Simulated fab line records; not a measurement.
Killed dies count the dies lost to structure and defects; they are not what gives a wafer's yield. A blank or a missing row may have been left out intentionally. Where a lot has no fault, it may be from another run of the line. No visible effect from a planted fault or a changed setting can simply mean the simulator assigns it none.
The tool behind it: which one?	flow gf180mcu	Sampling: 14 lots, 42 wafers, 3 of 602 route steps

## WHAT THE GAUGES SHOWED, per wafer
GF_V5_THK_MEAS_01. Usual: V5_CVD_00_THK gives 300.9 nm (standard deviation 2.7).
lot	measured	on	V5_CVD_00_THK (nm)	flag
L962	day 26 17:13	film-metro-01	302.6 301.5 304.9	
L964	day 27 01:14	film-metro-03	298.7 298.1 295.7	
L967	day 28 18:11	film-metro-02	301.0 303.2 301.7	
L968	day 28 22:23	film-metro-02	298.6 298.9 301.3	
L969	day 29 03:52	film-metro-03	303.3 302.1 306.0	
L970	day 29 06:44	film-metro-02	300.7 299.7 299.3	
L971	day 29 19:31	film-metro-02	295.2 296.4 297.0	
L972	day 29 21:16	film-metro-01	298.2 300.9 301.8	
L974	day 30 07:34	film-metro-02	305.3 302.3 303.4	
L981	day 32 07:49	film-metro-02	300.7 300.3 299.8	
L982	day 32 08:53	film-metro-02	300.8 297.6 304.7	
L983	day 32 13:19	film-metro-02	297.6 298.8 298.8	
L984	day 32 19:13	film-metro-02	300.3 302.0 299.3	
L985	day 33 01:50	film-metro-01	304.7 301.4 302.7	

GF_V5_CD_MEAS_14 targets a cd of 260 nm. Usual: 259.9 nm for cd-nm, sd 1.4.
lot	measured	on	cd-nm (nm)	flag
L962	day 27 14:07	cd-sem-01	257.3 257.8 257.8	
L964	day 27 22:55	cd-sem-01	261.4 261.6 261.7	
L967	day 29 14:08	cd-sem-02	258.9 258.4 259.1	
L968	day 29 18:12	cd-sem-02	258.2 260.6 259.5	
L969	day 29 23:19	cd-sem-01	260.9 261.3 261.5	
L970	day 30 02:28	cd-sem-01	259.1 261.3 260.6	
L971	day 30 14:28	cd-sem-02	258.5 258.3 259.3	
L972	day 30 16:11	cd-sem-01	261.7 260.6 261.4	
L974	day 31 02:02	cd-sem-01	261.3 262.0 261.0	
L981	day 33 01:13	cd-sem-01	257.8 258.8 259.1	
L982	day 33 02:07	cd-sem-01	258.2 257.8 257.5	
L983	day 33 05:56	cd-sem-02	261.6 260.5 260.9	
L984	day 33 11:37	cd-sem-02	262.3 260.7 261.7	
L985	day 33 17:31	cd-sem-01	261.0 261.8 260.8	

## WHAT TOOL EACH LOT RAN ON (gives the tool, then ch and the chambers of the sampled wafers, and finally the start)
lot	GF_SALICIDE_SPUTTER_02
L962	pvd-sputter-02, day 15 07:30
L964	pvd-sputter-02, day 15 21:25
L967	pvd-sputter-04, day 17 17:43
L968	pvd-sputter-01, day 17 21:16
L969	pvd-sputter-02, day 18 03:52
L970	pvd-sputter-02, day 18 09:07
L971	pvd-sputter-02, day 19 01:49
L972	pvd-sputter-01, day 19 04:25
L974	pvd-sputter-02, day 19 16:30
L981	pvd-sputter-01, day 22 07:35
L982	pvd-sputter-04, day 22 11:13
L983	pvd-sputter-02, day 22 17:22
L984	pvd-sputter-04, day 23 02:21
L985	pvd-sputter-02, day 23 09:37
- GF_SALICIDE_SPUTTER_02: material Co, target thk 10 nm, time 20 s.

## WHAT THE TOOLS THEMSELVES READ (means of the sampled wafers that have a number; where no wafer has one, the mark that the record gives instead)
GF_SALICIDE_SPUTTER_02. Usual: 30.0 % for throttle-valve-pct, sd 1.5.
lot	tool	throttle-valve-pct (%)	flag
L962	pvd-sputter-02	29.3	
L964	pvd-sputter-02	31.0	
L967	pvd-sputter-04	30.0	
L968	pvd-sputter-01	29.7	
L969	pvd-sputter-02	30.2	
L970	pvd-sputter-02	30.0	
L971	pvd-sputter-02	29.3	
L972	pvd-sputter-01	28.7	
L974	pvd-sputter-02	29.1	
L981	pvd-sputter-01	29.1	
L982	pvd-sputter-04	29.8	
L983	pvd-sputter-02	28.9	
L984	pvd-sputter-04	29.5	
L985	pvd-sputter-02	30.3	

## THE ANSWER, worked out from the rows above alone
Rule: lot off if the mean of its wafers having a number is beyond 3 standard deviations from the usual mean. A lot without any number at a reading at which 4 lots or more have one is off too. The other lots that the step has rows for count as sound. Order of review: gauges by route order, followed by the tools' own readings, for which a lot's mean as printed above is used. The first step at which some lot is off is used, and at that step the reading that is off furthest; a lot without a number counts as furthest.
No lot is off on any of the readings shown, so nothing can be concluded from this.

## WHAT HAD BEEN PUT IN BY THE SIMULATOR
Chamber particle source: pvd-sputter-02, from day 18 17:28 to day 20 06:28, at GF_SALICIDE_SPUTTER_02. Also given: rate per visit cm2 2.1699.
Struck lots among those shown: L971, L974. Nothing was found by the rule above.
